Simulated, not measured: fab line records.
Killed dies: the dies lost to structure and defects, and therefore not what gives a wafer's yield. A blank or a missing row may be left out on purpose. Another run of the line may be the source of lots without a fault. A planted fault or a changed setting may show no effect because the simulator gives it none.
Problem report, 8D (eight disciplines) form, completed by code -- flow gf180mcu -- the parts of the form that need people (team, actions taken, sign-off) are left out

## 1. WHAT IS WRONG
At GF_SAB_WET_ETCH_12, run length s averages 108 s over 6 wafers from 2 lots, while fault-free wafers read 468 s, standard deviation 3.2. That is -99 or more standard deviations from the usual mean.
The step: etches SiO2 in dHF, target depth 22 nm, time 440 s.
The first sign was on wafer L435.3 at day 17 00:07, on wet bench-04. At this step, 42 wafers from 14 lots have a number in the record. The rule behind "out" and "out of limits": a value lying over 4 standard deviations away from the usual mean. The other wafers with a number count as sound.

## 2. WHAT IT IS, AND WHAT IT ISN'T
question,is,is not
which readings at this step,run length s,-
which lots,"L435, L437","L430, L431, L433, L444, L445, L446, L447, L448, L450, L451, L452, L453"
which wafers of those lots,all that have a number,-
read on which tools,wet bench-04,"wet bench-02, wet bench-03"
when,from day 17 00:07,"up to then (9 sound wafers); but 27 sound wafers of L444, L445, L446, L447, L448, L450, L451, L452, L453 came after"

## 3. SUSPECTS, AND WHAT RULES EACH OUT
Counting: a tool stays on the suspect list if, at a process step up to the reading, it processed all lots that are out and no sound lot following the first of them.
- wet bench-04 at GF_SAB_WET_ETCH_12 (etches SiO2 in dHF, target depth 22 nm, time 440 s): ruled out as a lasting fault. Following L435 (day 17 00:07), the first lot on it that is out, the sound lots L445, L446 were run on it.
Left after counting: nothing in the record.

## 4. THE CAUSE (what the simulator had put in)
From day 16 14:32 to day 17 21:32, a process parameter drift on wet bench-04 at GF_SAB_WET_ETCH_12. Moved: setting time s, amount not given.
Counting ruled it out, wrongly.

## 5. THE CHAIN OF EFFECTS, in route order
Rows list readings where the struck wafers' mean (over those with a number) sits beyond 3 standard deviations from the usual. Readings are gone through only where the record gives a usual standard deviation; hours: the median, over the lots, of the time from a lot's start at the first step in this table giving one to that lot's start at this step; sigmas: the change measured in usual standard deviations.
hours,step,reading,usual,on struck wafers,change,sigmas
0,GF_SAB_WET_ETCH_12,run length s,468 s,108,-360,-99 or more
Here are the process steps it includes:
- GF_SAB_WET_ETCH_12: etches SiO2 in dHF, target depth 22 nm, time 440 s.
At these later measuring or inspecting steps, every struck wafer for which the step has a row has a number for every such reading, and none has moved that far: GF_CONTACT_THK_MEAS_01.

## 6. WHAT WOULD HAVE CAUGHT IT SOONER
In this record no reading fell out of limits until day 17 00:07, 10 hours after the fault had begun at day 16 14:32.
